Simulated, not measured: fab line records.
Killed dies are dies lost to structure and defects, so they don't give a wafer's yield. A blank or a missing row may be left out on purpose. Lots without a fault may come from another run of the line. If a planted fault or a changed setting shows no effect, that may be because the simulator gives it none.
fab line records    flow gf180mcu
record: lots: 24  wafers: 72  last_day: 34
route steps=602 shown POLY_GATE@169 HV_LDD@186 M2@362 V3@454 M4@461
lots with no fault: from the same line, run without faults
start_h: hours from the record's first day to the start of the lot's first wafer shown    wait_h: hours elapsed since this lot's preceding step    " unchanged from the row above    L1.1+2: a single row standing in for several wafers    - no value, or no start was given    * or withheld: withheld    < > ~ a bound
route shown NAME@n: names a module that has steps shown in the file, with the first one's number in the route    usual: mean/standard deviation taken from wafers without a fault    same: alike in all rows    chamber/n: place in a boat    sites: the reading at each site    _std_site: their standard deviation    _edge_site: mean of outer sites minus mean of inner sites    radius_mm: for every site, how far away it sits from the centre of the wafer    mask NAME#n: copy n    behind: the tool/chamber that last shaped the wafer    hold: why the lot went on hold/how many hours it stayed there/how the hold came to an end    device: names the non-switching transistor (n, p or np)    end of line: tests run on the same wafers once the route is complete    a step given without rows: its recipe and nothing more    killed: dies that structure and defects cost at the first sort, which is not the same as the wafer's yield    map: a wafer's dies, marking killed ones x, the rest . and places with no die _
set.NAME: the setting as run; set.NAME@STEP: as run at that earlier step    model.NAME: the simulator's own value behind a step, which no gauge read
steps of the route over a sample of lots; a table a step, a row a wafer
services: from which hour (start_h, from the record's first day; less than 0 if before it) a tool's chamber was out of use, for how many hours, and why
== steps ==
step: GF_POLY_GATE_ETCH_12
recipe: chemistry: N2/H2  target_depth_a: withheld  overetch_a: withheld  time_s: withheld  target: BARC  ion_energy_ev: 200  source_w: 514.8  bias_w: 100  pressure_mtorr: 30  n2_flow_sccm: 100  h2_flow_sccm: 200
usual: drypump_motor_current_A: 6.0/0.34  oes_product_au: 0.735/0.0046  throttle_valve_pct: 13.215/0.0094
lot.wafer  tool         chamber  start_h  wait_h  drypump_motor_current_A  oes_product_au  throttle_valve_pct
L074.4     rie_diel-01  2        201.18   0.0     6.0                      0.736           13.219
L074.5     "            1        "        "       6.0                      0.738           13.222
L074.6     "            3        "        "       5.8                      0.737           13.230
L075.1     rie_diel-02  2        201.86   0.0     6.4                      0.728           13.207
L075.2     "            3        "        "       6.0                      0.729           13.208
L075.6     "            3        "        "       6.0                      0.733           13.208
L076.1     rie_diel-01  2        207.52   0.0     6.0                      0.725           13.234
L076.3     "            2        "        "       6.0                      0.730           13.215
L076.4     "            1        "        "       6.0                      0.733           13.224
L077.2     rie_diel-04  0        212.51   0.0     6.0                      0.738           13.227
L077.3     "            2        "        "       6.1                      0.735           13.226
L077.5     "            2        "        "       6.1                      0.739           13.197
L078.1     rie_diel-04  1        218.02   0.0     5.6                      0.729           13.223
L078.2     "            0        "        "       6.0                      0.736           13.208
L078.4     "            3        "        "       5.7                      0.736           13.219
L079.1     rie_diel-02  2        230.36   0.0     6.4                      0.737           13.213
L079.3     "            0        "        "       5.2                      0.739           13.217
L079.4     "            3        "        "       6.1                      0.720           13.236
L080.3     rie_diel-02  3        238.76   0.0     6.1                      0.738           13.212
L080.5     "            2        "        "       6.4                      0.735           13.222
L080.6     "            1        "        "       6.6                      0.735           13.207
L081.2     rie_diel-02  1        250.87   0.0     6.5                      0.743           13.221
L081.5     "            3        "        "       6.1                      0.739           13.218
L081.6     "            2        "        "       6.4                      0.738           13.205
L082.2     rie_diel-04  2        261.47   0.0     6.1                      0.736           13.207
L082.4     "            0        "        "       6.0                      0.738           13.220
L082.5     "            2        "        "       6.1                      0.733           13.232
L083.1     rie_diel-04  3        263.41   0.0     5.8                      0.744           13.219
L083.2     "            1        "        "       5.7                      0.743           13.220
L083.6     "            3        "        "       5.8                      0.734           13.209
L084.1     rie_diel-01  3        274.26   0.0     5.8                      0.739           13.210
L084.3     "            2        "        "       6.0                      0.733           13.208
L084.6     "            3        "        "       5.8                      0.732           13.219
L085.1     rie_diel-04  3        284.76   0.0     5.7                      0.732           13.212
L085.3     "            0        "        "       6.0                      0.736           13.201
L085.6     "            0        "        "       6.0                      0.737           13.211
L086.3     rie_diel-02  2        291.16   0.0     6.4                      0.728           13.202
L086.5     "            2        "        "       6.3                      0.743           13.222
L086.6     "            1        "        "       6.5                      0.741           13.217
L087.1     rie_diel-01  2        302.37   0.0     6.0                      0.739           13.212
L087.4     "            1        "        "       6.0                      0.729           13.210
L087.6     "            2        "        "       6.0                      0.738           13.211
L088.1     rie_diel-01  2        304.66   0.0     6.0                      0.734           13.212
L088.3     "            1        "        "       6.0                      0.740           13.231
L088.6     "            0        "        "       6.0                      0.738           13.214
L090.1     rie_diel-02  3        313.42   0.0     6.1                      0.738           13.201
L090.4     "            1        "        "       6.6                      0.729           13.224
L090.5     "            3        "        "       6.1                      0.735           13.206
L089.1     rie_diel-01  3        317.66   0.0     5.8                      0.737           13.217
L089.3     "            0        "        "       6.1                      0.742           13.204
L089.4     "            1        "        "       6.0                      0.735           13.216
L091.2     rie_diel-01  1        320.81   0.0     6.0                      0.732           13.216
L091.3     "            2        "        "       6.1                      0.731           13.207
L091.6     "            3        "        "       5.9                      0.727           13.229
L092.1     rie_diel-02  3        328.17   0.0     6.0                      0.732           13.229
L092.2     "            0        "        "       5.2                      0.740           13.191
L092.3     "            2        "        "       6.4                      0.732           13.226
L093.1     rie_diel-02  1        335.96   0.0     6.6                      0.729           13.218
L093.3     "            2        "        "       6.3                      0.737           13.215
L093.6     "            2        "        "       6.4                      0.731           13.223
L094.1     rie_diel-02  3        342.61   0.0     6.0                      0.734           13.223
L094.4     "            1        "        "       6.5                      0.732           13.211
L094.5     "            3        "        "       6.1                      0.742           13.227
L095.1     rie_diel-01  3        345.46   0.0     5.8                      0.733           13.207
L095.3     "            2        "        "       6.0                      0.741           13.227
L095.4     "            1        "        "       6.0                      0.736           13.222
L096.2     rie_diel-04  3        357.66   0.0     5.7                      0.739           13.211
L096.4     "            2        "        "       6.1                      0.736           13.225
L096.5     "            1        "        "       5.6                      0.735           13.203
L097.1     rie_diel-04  0        364.77   0.0     6.0                      0.738           13.201
L097.2     "            3        "        "       5.8                      0.734           13.222
L097.6     "            1        "        "       5.7                      0.727           13.212
step: GF_HV_LDD_STRIP_10
recipe: chemistry: O2/N2  power_w: 1400  pressure_mtorr: 1500  platen_temp_c: 250  o2_flow_sccm: 3000  n2_flow_sccm: 300  overash_fraction: 0.5
usual: drypump_motor_current_A: 5.7/0.38  heater_power_w: 336/23  oes_product_au: 0.716/0.0044  strip_time_to_endpoint_s: 12.63/0.051
lot.wafer  tool             chamber  start_h  wait_h  drypump_motor_current_A  heater_power_w  oes_product_au  rf_hours_counter_h  strip_time_to_endpoint_s
L074.4     plasma_asher-04  0        221.35   0.1     5.1                      329             0.718           -                   12.64
L074.5     "                0        "        "       5.1                      335             0.722           -                   12.64
L074.6     "                1        "        "       6.0                      298             0.710           -                   12.64
L075.1     plasma_asher-01  1        221.96   0.1     6.1                      354             0.710           41                  12.57
L075.2     "                0        "        "       5.6                      343             0.722           41                  12.55
L075.6     "                0        "        "       5.6                      343             0.720           -                   12.55
L076.1     plasma_asher-04  1        226.86   0.1     6.0                      295             0.718           56                  12.64
L076.3     "                1        "        "       6.0                      297             0.718           -                   12.60
L076.4     "                0        "        "       5.1                      336             0.719           -                   12.61
L077.2     plasma_asher-02  1        231.41   0.1     6.0                      314             0.714           53                  12.69
L077.3     "                1        "        "       6.0                      314             0.719           -                   12.70
L077.5     "                0        "        "       5.2                      371             0.727           -                   12.70
L078.1     plasma_asher-04  0        237.73   0.1     5.0                      333             0.720           57                  12.68
L078.2     "                1        "        "       6.0                      298             0.715           57                  12.68
L078.4     "                1        "        "       6.0                      290             0.714           -                   12.67
L079.1     plasma_asher-02  1        251.01   0.1     5.9                      307             0.717           55                  12.65
L079.3     "                0        "        "       5.2                      369             0.714           -                   12.64
L079.4     "                1        "        "       5.9                      311             0.714           -                   12.65
L080.3     plasma_asher-01  1        259.44   0.1     6.1                      352             0.714           -                   12.64
L080.5     "                1        "        "       6.1                      358             0.717           -                   12.61
L080.6     "                0        "        "       5.6                      338             0.712           -                   12.64
L081.2     plasma_asher-04  0        271.16   0.1     5.0                      339             0.726           60                  12.67
L081.5     "                1        "        "       6.0                      293             0.717           -                   12.67
L081.6     "                0        "        "       5.0                      335             0.715           -                   12.68
L082.2     plasma_asher-01  0        282.91   0.1     5.6                      346             0.719           48                  12.61
L082.4     "                1        "        "       6.1                      352             0.722           -                   12.58
L082.5     "                0        "        "       5.6                      348             0.711           -                   12.59
L083.1     plasma_asher-02  1        284.11   0.1     6.0                      316             0.712           58                  12.61
L083.2     "                0        "        "       5.3                      366             0.719           58                  12.58
L083.6     "                0        "        "       5.3                      370             0.715           -                   12.61
L084.1     plasma_asher-04  0        294.91   0.1     5.1                      340             0.717           63                  12.60
L084.3     "                1        "        "       6.0                      291             0.718           -                   12.57
L084.6     "                0        "        "       5.1                      341             0.715           -                   12.61
L085.1     plasma_asher-02  0        306.66   0.1     5.2                      370             0.718           60                  12.60
L085.3     "                0        "        "       5.3                      371             0.714           -                   12.56
L085.6     "                0        "        "       5.2                      360             0.716           -                   12.58
L086.3     plasma_asher-01  0        313.64   0.1     5.6                      345             0.711           -                   12.60
L086.5     "                0        "        "       5.6                      350             0.713           -                   12.67
L086.6     "                1        "        "       6.1                      343             0.708           -                   12.66
L087.1     plasma_asher-02  1        324.41   0.1     6.0                      309             0.708           62                  12.62
L087.4     "                1        "        "       6.0                      313             0.713           -                   12.62
L087.6     "                0        "        "       5.2                      360             0.719           -                   12.65
L088.1     plasma_asher-01  1        327.71   0.1     6.1                      352             0.714           53                  12.47
L088.3     "                1        "        "       6.1                      345             0.724           -                   12.52
L088.6     "                1        "        "       6.1                      355             0.716           -                   12.55
L090.1     plasma_asher-02  1        336.41   0.1     6.0                      317             0.715           63                  12.65
L090.4     "                0        "        "       5.2                      374             0.714           -                   12.65
L090.5     "                1        "        "       6.0                      313             0.710           -                   12.65
L089.1     plasma_asher-01  0        339.91   0.1     5.6                      356             0.722           54                  12.67
L089.3     "                1        "        "       6.1                      353             0.719           -                   12.64
L089.4     "                0        "        "       5.6                      346             0.724           -                   12.68
L091.2     plasma_asher-01  0        343.06   0.1     5.6                      342             0.719           55                  12.60
L091.3     "                1        "        "       6.1                      346             0.711           -                   12.58
L091.6     "                0        "        "       5.6                      351             0.720           -                   12.61
L092.1     plasma_asher-02  0        354.96   0.1     5.2                      367             0.713           65                  12.68
L092.2     "                1        "        "       6.0                      312             0.717           65                  12.63
L092.3     "                0        "        "       5.2                      365             0.718           -                   12.70
L093.1     plasma_asher-04  1        362.31   0.1     6.0                      298             0.717           70                  12.57
L093.3     "                0        "        "       5.0                      335             0.714           -                   12.59
L093.6     "                0        "        "       5.1                      340             0.716           -                   12.60
L094.1     plasma_asher-01  1        366.46   0.1     6.1                      341             0.723           57                  12.68
L094.4     "                0        "        "       5.6                      349             0.709           -                   12.63
L094.5     "                0        "        "       5.6                      350             0.713           -                   12.67
L095.1     plasma_asher-04  1        370.21   0.1     6.0                      299             0.720           71                  12.74
L095.3     "                0        "        "       5.0                      337             0.723           -                   12.71
L095.4     "                1        "        "       6.0                      302             0.719           -                   12.66
L096.2     plasma_asher-02  0        381.71   0.1     5.3                      358             0.714           67                  12.66
L096.4     "                1        "        "       5.9                      314             0.712           -                   12.70
L096.5     "                1        "        "       5.9                      316             0.711           -                   12.69
L097.1     plasma_asher-01  1        388.96   0.1     6.1                      354             0.716           60                  12.57
L097.2     "                0        "        "       5.6                      332             0.713           60                  12.58
L097.6     "                1        "        "       6.1                      345             0.715           -                   12.53
step: GF_M2_SPUTTER_00
recipe: material: Ti  target_thk_nm: 37.5  arriving_ion_energy_ev: 80  substrate_temp_c: 200  chamber_pressure_pa: 2  power_w: 4000  time_s: 150
usual: cathode_dc_power_W: 3999.9/0.65  throttle_valve_pct: 30.4/0.87
lot.wafer  tool            chamber  start_h  wait_h  cathode_dc_power_W  throttle_valve_pct
L074.4     pvd_sputter-01  -        415.40   0.2     3999.5              29.3
L074.5     "               -        "        "       3998.7              29.2
L074.6     "               -        "        "       4000.2              31.8
L075.1     pvd_sputter-01  -        420.07   0.1     3999.7              29.2
L075.2     "               -        "        "       4000.1              31.9
L075.6     "               -        "        "       4001.2              29.3
L076.1     pvd_sputter-03  -        425.26   0.2     3999.7              31.1
L076.3     "               -        "        "       3999.9              31.4
L076.4     "               -        "        "       4000.6              29.7
L077.2     pvd_sputter-01  -        435.20   0.2     3999.3              30.1
L077.3     "               -        "        "       3998.9              29.3
L077.5     "               -        "        "       4000.0              28.2
L078.1     pvd_sputter-01  -        438.08   0.1     4000.1              30.4
L078.2     "               -        "        "       3999.9              28.4
L078.4     "               -        "        "       4000.2              28.8
L079.1     pvd_sputter-03  -        455.09   0.2     3999.9              31.7
L079.3     "               -        "        "       4000.5              30.7
L079.4     "               -        "        "       3999.2              31.0
L080.3     pvd_sputter-03  -        467.11   0.2     3999.7              31.6
L080.5     "               -        "        "       4000.5              31.0
L080.6     "               -        "        "       3999.8              31.1
L081.2     pvd_sputter-01  -        481.84   0.2     3999.1              31.3
L081.5     "               -        "        "       4000.8              31.7
L081.6     "               -        "        "       3999.0              28.5
L082.2     pvd_sputter-03  -        494.24   0.2     3999.7              30.6
L082.4     "               -        "        "       4000.1              29.5
L082.5     "               -        "        "       4000.4              29.8
L083.1     pvd_sputter-01  -        499.15   0.2     3999.1              30.1
L083.2     "               -        "        "       4000.1              28.5
L083.6     "               -        "        "       3999.4              28.4
L084.1     pvd_sputter-01  -        509.42   0.1     4000.1              28.5
L084.3     "               -        "        "       3999.1              30.2
L084.6     "               -        "        "       4000.3              29.0
L085.1     pvd_sputter-02  -        522.53   0.1     4000.1              30.6
L085.3     "               -        "        "       3999.1              30.4
L085.6     "               -        "        "       3999.8              31.1
L086.3     pvd_sputter-02  -        530.88   0.1     3999.3              31.1
L086.5     "               -        "        "       3999.1              31.0
L086.6     "               -        "        "       3999.2              30.6
L087.1     pvd_sputter-02  -        544.75   0.2     3999.3              30.4
L087.4     "               -        "        "       4001.2              30.7
L087.6     "               -        "        "       4000.6              30.9
L088.1     pvd_sputter-02  -        550.46   0.1     3999.9              30.9
L088.3     "               -        "        "       3999.8              30.8
L088.6     "               -        "        "       4001.0              30.6
L090.1     pvd_sputter-03  -        555.07   0.1     4000.2              30.8
L090.4     "               -        "        "       3999.1              31.1
L090.5     "               -        "        "       3999.0              29.7
L091.2     pvd_sputter-02  -        564.06   0.2     3998.0              30.9
L091.3     "               -        "        "       4000.4              30.5
L091.6     "               -        "        "       4000.4              30.7
L089.1     pvd_sputter-02  -        566.27   0.1     3999.8              31.2
L089.3     "               -        "        "       4000.5              30.7
L089.4     "               -        "        "       3999.0              30.8
L092.1     pvd_sputter-02  -        572.96   0.2     4000.3              30.6
L092.2     "               -        "        "       3999.3              30.8
L092.3     "               -        "        "       4000.7              30.7
L093.1     pvd_sputter-02  -        580.96   0.1     3999.6              30.6
L093.3     "               -        "        "       4000.1              30.7
L093.6     "               -        "        "       4000.8              30.6
L094.1     pvd_sputter-03  -        586.80   0.1     3999.9              30.0
L094.4     "               -        "        "       3999.9              31.7
L094.5     "               -        "        "       4001.4              29.9
L095.1     pvd_sputter-03  -        587.40   0.2     4000.5              29.8
L095.3     "               -        "        "       3999.5              30.6
L095.4     "               -        "        "       3999.9              31.1
L096.2     pvd_sputter-02  -        598.81   0.2     3999.5              30.6
L096.4     "               -        "        "       4000.3              30.8
L096.5     "               -        "        "       4000.7              30.7
L097.1     pvd_sputter-02  -        611.03   0.1     3999.1              30.6
L097.2     "               -        "        "       3999.8              30.8
L097.6     "               -        "        "       3999.4              30.6
step: GF_V3_THK_MEAS_25
recipe: thk_meas_gauge: xrf  reads: W_of_V3_CVD_23
usual: V3_W_THK: 353/5.7
lot.wafer  tool           chamber  start_h  wait_h  V3_W_THK[nm]
L074.4     film_metro-03  -        516.73   0.1     345
L074.5     "              -        "        "       345
L074.6     "              -        "        "       345
L075.1     film_metro-04  -        522.00   0.1     359
L075.2     "              -        "        "       353
L075.6     "              -        "        "       361
L076.1     film_metro-03  -        527.44   0.1     354
L076.3     "              -        "        "       353
L076.4     "              -        "        "       352
L077.2     film_metro-04  -        536.36   0.1     357
L077.3     "              -        "        "       353
L077.5     "              -        "        "       353
L078.1     film_metro-04  -        537.90   0.1     352
L078.2     "              -        "        "       355
L078.4     "              -        "        "       355
L079.1     film_metro-04  -        554.15   0.1     356
L079.3     "              -        "        "       352
L079.4     "              -        "        "       356
L080.3     film_metro-03  -        565.33   0.1     354
L080.5     "              -        "        "       354
L080.6     "              -        "        "       353
L081.2     film_metro-04  -        579.12   0.1     359
L081.5     "              -        "        "       359
L081.6     "              -        "        "       359
L082.2     film_metro-03  -        589.45   0.1     343
L082.4     "              -        "        "       346
L082.5     "              -        "        "       342
L083.1     film_metro-04  -        594.90   0.1     364
L083.2     "              -        "        "       364
L083.6     "              -        "        "       367
L084.1     film_metro-01  -        603.30   0.1     355
L084.3     "              -        "        "       356
L084.6     "              -        "        "       356
L085.1     film_metro-03  -        615.77   0.1     354
L085.3     "              -        "        "       354
L085.6     "              -        "        "       353
L086.3     film_metro-03  -        621.32   0.1     353
L086.5     "              -        "        "       349
L086.6     "              -        "        "       356
L087.1     film_metro-01  -        635.64   0.1     358
L087.4     "              -        "        "       357
L087.6     "              -        "        "       358
L088.1     film_metro-01  -        640.74   0.1     360
L088.3     "              -        "        "       361
L088.6     "              -        "        "       362
L090.1     film_metro-03  -        644.94   0.1     348
L090.4     "              -        "        "       352
L090.5     "              -        "        "       354
L091.2     film_metro-03  -        653.11   0.1     353
L091.3     "              -        "        "       350
L091.6     "              -        "        "       349
L089.1     film_metro-01  -        654.44   0.1     351
L089.3     "              -        "        "       348
L089.4     "              -        "        "       353
L092.1     film_metro-03  -        659.66   0.1     348
L092.2     "              -        "        "       349
L092.3     "              -        "        "       351
L093.1     film_metro-03  -        668.40   0.1     346
L093.3     "              -        "        "       346
L093.6     "              -        "        "       351
L094.1     film_metro-03  -        672.01   0.1     348
L094.4     "              -        "        "       347
L094.5     "              -        "        "       345
L095.1     film_metro-03  -        673.30   0.1     351
L095.3     "              -        "        "       351
L095.4     "              -        "        "       354
L096.2     film_metro-03  -        683.89   0.1     349
L096.4     "              -        "        "       353
L096.5     "              -        "        "       349
L097.1     film_metro-01  -        694.96   0.1     361
L097.2     "              -        "        "       357
L097.6     "              -        "        "       353
step: GF_M4_RS_MEAS_05
recipe: thk_meas_gauge: four-point-probe  reads: TiN_of_M4_SPUTTER_04+Ti_of_M4_SPUTTER_03+AlCu_of_M4_SPUTTER_02+TiN_of_M4_SPUTTER_01+Ti_of_M4_SPUTTER_00
usual: M4_ALCU_RS: 0.0692/0.00092
lot.wafer  tool           chamber  start_h  wait_h  M4_ALCU_RS[ohm/sq]
L074.4     film_metro-01  -        517.34   0.1     0.0696
L074.5     "              -        "        "       0.0697
L074.6     "              -        "        "       0.0690
L076.1     film_metro-01  -        528.02   0.0     0.0676
L076.3     "              -        "        "       0.0684
L076.4     "              -        "        "       0.0688
L077.2     film_metro-02  -        536.96   0.0     0.0685
L077.3     "              -        "        "       0.0689
L077.5     "              -        "        "       0.0696
L078.1     film_metro-04  -        538.48   0.0     0.0694
L078.2     "              -        "        "       0.0692
L078.4     "              -        "        "       0.0679
L079.1     film_metro-04  -        554.73   0.0     0.0695
L079.3     "              -        "        "       0.0695
L079.4     "              -        "        "       0.0687
L080.3     film_metro-02  -        565.93   0.1     0.0690
L080.5     "              -        "        "       0.0690
L080.6     "              -        "        "       0.0695
L081.2     film_metro-01  -        579.74   0.0     0.0691
L081.5     "              -        "        "       0.0684
L081.6     "              -        "        "       0.0685
L082.2     film_metro-04  -        590.06   0.0     0.0705
L082.4     "              -        "        "       0.0693
L082.5     "              -        "        "       0.0693
L083.1     film_metro-02  -        595.54   0.0     0.0694
L083.2     "              -        "        "       0.0695
L083.6     "              -        "        "       0.0692
L075.1     film_metro-04  -        600.92   0.0     0.0708
L075.2     "              -        "        "       0.0691
L075.6     "              -        "        "       0.0685
L084.1     film_metro-01  -        603.88   0.0     0.0697
L084.3     "              -        "        "       0.0712
L084.6     "              -        "        "       0.0708
L085.1     film_metro-01  -        616.36   0.0     0.0699
L085.3     "              -        "        "       0.0684
L085.6     "              -        "        "       0.0696
L086.3     film_metro-04  -        621.92   0.1     0.0688
L086.5     "              -        "        "       0.0692
L086.6     "              -        "        "       0.0709
L087.1     film_metro-04  -        636.22   0.0     0.0683
L087.4     "              -        "        "       0.0681
L087.6     "              -        "        "       0.0684
L088.1     film_metro-01  -        641.32   0.0     0.0711
L088.3     "              -        "        "       0.0700
L088.6     "              -        "        "       0.0707
L090.1     film_metro-01  -        645.52   0.0     0.0692
L090.4     "              -        "        "       0.0685
L090.5     "              -        "        "       0.0698
L091.2     film_metro-02  -        653.70   0.0     0.0704
L091.3     "              -        "        "       0.0688
L091.6     "              -        "        "       0.0702
L089.1     film_metro-01  -        655.02   0.0     0.0678
L089.3     "              -        "        "       0.0686
L089.4     "              -        "        "       0.0687
L092.1     film_metro-01  -        660.26   0.0     0.0692
L092.2     "              -        "        "       0.0697
L092.3     "              -        "        "       0.0696
L093.1     film_metro-02  -        668.98   0.0     0.0688
L093.3     "              -        "        "       0.0675
L093.6     "              -        "        "       0.0668
L094.1     film_metro-01  -        672.59   0.0     0.0705
L094.4     "              -        "        "       0.0688
L094.5     "              -        "        "       0.0707
L095.1     film_metro-02  -        673.88   0.0     0.0677
L095.3     "              -        "        "       0.0705
L095.4     "              -        "        "       0.0685
L096.2     film_metro-02  -        684.67   0.0     0.0696
L096.4     "              -        "        "       0.0686
L096.5     "              -        "        "       0.0699
L097.1     film_metro-01  -        695.54   0.0     0.0684
L097.2     "              -        "        "       0.0699
L097.6     "              -        "        "       0.0696
step: GF_M4_METAL_ETCH_16
recipe: chemistry: Cl2/BCl3  mask_material: KrF  target_depth_nm: 627.5  stop_on: SiO2  pressure_mtorr: 8  icp_w: 800  bias_w: 140  Cl2_flow_sccm: 80  bcl3_flow_sccm: 40  time_s: 104.6
usual: drypump_motor_current_A: 5.77/0.23  oes_product_au: 0.974/0.0079  throttle_valve_pct: 28.249/0.01
lot.wafer  tool          chamber  start_h  wait_h  drypump_motor_current_A  oes_product_au  rf_hours_counter_h  throttle_valve_pct
L074.4     rie_metal-02  0        539.94   0.0     5.32                     0.965           -                   28.263
L074.5     "             0        "        "       5.32                     0.967           -                   28.257
L074.6     "             1        "        "       5.73                     0.979           -                   28.240
L076.1     rie_metal-02  0        550.70   0.0     5.35                     0.980           12                  28.248
L076.3     "             1        "        "       5.74                     0.985           -                   28.244
L076.4     "             0        "        "       5.34                     0.980           -                   28.257
L077.2     rie_metal-02  1        558.99   0.1     5.74                     0.968           -                   28.233
L077.3     "             1        "        "       5.74                     0.973           -                   28.245
L077.5     "             1        "        "       5.74                     0.973           -                   28.237
L078.1     rie_metal-03  1        561.10   0.0     5.81                     0.979           4                   28.244
L078.2     "             0        "        "       5.96                     0.972           9                   28.245
L078.4     "             1        "        "       5.81                     0.991           -                   28.238
L079.1     rie_metal-04  1        576.31   0.0     5.76                     0.978           5                   28.264
L079.3     "             0        "        "       6.06                     0.967           -                   28.243
L079.4     "             1        "        "       5.75                     0.973           -                   28.246
L080.3     rie_metal-04  1        587.04   0.1     5.76                     0.977           -                   28.228
L080.5     "             1        "        "       5.78                     0.975           -                   28.244
L080.6     "             0        "        "       6.09                     0.976           -                   28.251
L081.2     rie_metal-04  1        600.85   0.0     5.74                     0.975           6                   28.250
L081.5     "             0        "        "       6.05                     0.968           -                   28.252
L081.6     "             1        "        "       5.76                     0.979           -                   28.228
L082.2     rie_metal-02  0        610.65   0.0     5.31                     0.968           1                   28.266
L082.4     "             1        "        "       5.72                     0.969           -                   28.251
L082.5     "             1        "        "       5.73                     0.968           -                   28.257
L083.1     rie_metal-03  1        616.00   0.0     5.83                     0.976           6                   28.255
L083.2     "             0        "        "       5.94                     0.970           10                  28.246
L083.6     "             1        "        "       5.81                     0.980           -                   28.252
L075.1     rie_metal-03  1        621.85   0.0     5.84                     0.973           6                   28.254
L075.2     "             0        "        "       5.95                     0.977           11                  28.277
L075.6     "             0        "        "       5.96                     0.983           -                   28.239
L084.1     rie_metal-04  1        624.26   0.0     5.74                     0.973           6                   28.240
L084.3     "             1        "        "       5.78                     0.962           -                   28.257
L084.6     "             1        "        "       5.76                     0.959           -                   28.259
L085.1     rie_metal-03  1        636.41   0.0     5.86                     0.968           6                   28.255
L085.3     "             1        "        "       5.84                     0.988           -                   28.235
L085.6     "             0        "        "       5.96                     0.967           -                   28.241
L086.3     rie_metal-04  0        641.89   0.1     6.07                     0.972           -                   28.250
L086.5     "             0        "        "       6.08                     0.972           -                   28.245
L086.6     "             1        "        "       5.76                     0.963           -                   28.258
L087.1     rie_metal-02  0        655.61   0.0     5.33                     0.976           3                   28.241
L087.4     "             1        "        "       5.72                     0.981           -                   28.239
L087.6     "             1        "        "       5.70                     0.980           -                   28.266
L088.1     rie_metal-04  1        660.35   0.0     5.77                     0.972           8                   28.266
L088.3     "             0        "        "       6.08                     0.968           -                   28.249
L088.6     "             1        "        "       5.74                     0.969           -                   28.245
L090.1     rie_metal-02  0        665.20   0.0     5.31                     0.977           4                   28.264
L090.4     "             1        "        "       5.74                     0.985           -                   28.247
L090.5     "             1        "        "       5.72                     0.970           -                   28.258
L091.2     rie_metal-04  0        673.01   0.0     6.09                     0.962           13                  28.262
L091.3     "             0        "        "       6.07                     0.971           -                   28.252
L091.6     "             0        "        "       6.07                     0.966           -                   28.248
L089.1     rie_metal-04  0        674.56   0.0     6.08                     0.982           13                  28.247
L089.3     "             0        "        "       6.07                     0.986           -                   28.254
L089.4     "             1        "        "       5.79                     0.971           -                   28.228
L092.1     rie_metal-02  0        679.75   0.0     5.31                     0.973           4                   28.236
L092.2     "             1        "        "       5.72                     0.970           1                   28.244
L092.3     "             0        "        "       5.30                     0.973           -                   28.257
L093.1     rie_metal-03  1        688.21   0.0     5.85                     0.978           8                   28.248
L093.3     "             1        "        "       5.87                     0.987           -                   28.234
L093.6     "             1        "        "       5.86                     0.998           -                   28.235
L094.1     rie_metal-02  0        690.86   0.0     5.31                     0.956           5                   28.265
L094.4     "             0        "        "       5.32                     0.992           -                   28.250
L094.5     "             0        "        "       5.33                     0.966           -                   28.256
L095.1     rie_metal-03  1        692.80   0.0     5.80                     0.997           9                   28.238
L095.3     "             1        "        "       5.81                     0.972           -                   28.252
L095.4     "             1        "        "       5.81                     0.986           -                   28.255
L096.2     rie_metal-03  1        703.45   0.0     5.83                     0.969           9                   28.244
L096.4     "             0        "        "       5.93                     0.986           -                   28.241
L096.5     "             1        "        "       5.86                     0.970           -                   28.244
L097.1     rie_metal-02  1        713.51   0.0     5.72                     0.974           3                   28.238
L097.2     "             0        "        "       5.30                     0.976           5                   28.265
L097.6     "             1        "        "       5.73                     0.967           -                   28.252
== services ==
tool             chamber  start_h  hours  kind
pvd_sputter-02   -        195.92   6.0    repair
rie_diel-01      3        207.21   14.5   repair
rie_diel-02      0        211.75   6.0    repair
rie_diel-01      3        240.80   1.2    repair
pvd_sputter-02   -        250.15   21.2   repair
plasma_asher-02  -        267.96   10.7   repair
rie_diel-01      3        287.78   2.5    repair
rie_diel-01      0        294.65   9.8    repair
rie_diel-02      0        305.23   2.2    repair
plasma_asher-01  -        353.32   2.0    repair
pvd_sputter-02   -        376.32   2.0    repair
rie_metal-02     -        468.33   28.1   pm
plasma_asher-01  -        474.40   6.0    pm
rie_diel-02      1        514.80   4.4    repair
rie_metal-02     -        523.73   1.8    repair
pvd_sputter-02   -        539.27   1.1    repair
plasma_asher-01  -        612.48   1.2    repair
rie_diel-02      1        620.88   7.3    repair
rie_diel-02      3        634.25   4.2    repair
plasma_asher-01  -        644.73   27.9   repair
pvd_sputter-02   -        646.42   1.2    repair
plasma_asher-01  -        657.19   3.5    repair
pvd_sputter-02   -        682.05   7.9    repair
rie_diel-02      3        698.13   1.3    repair
== key ==
fault none
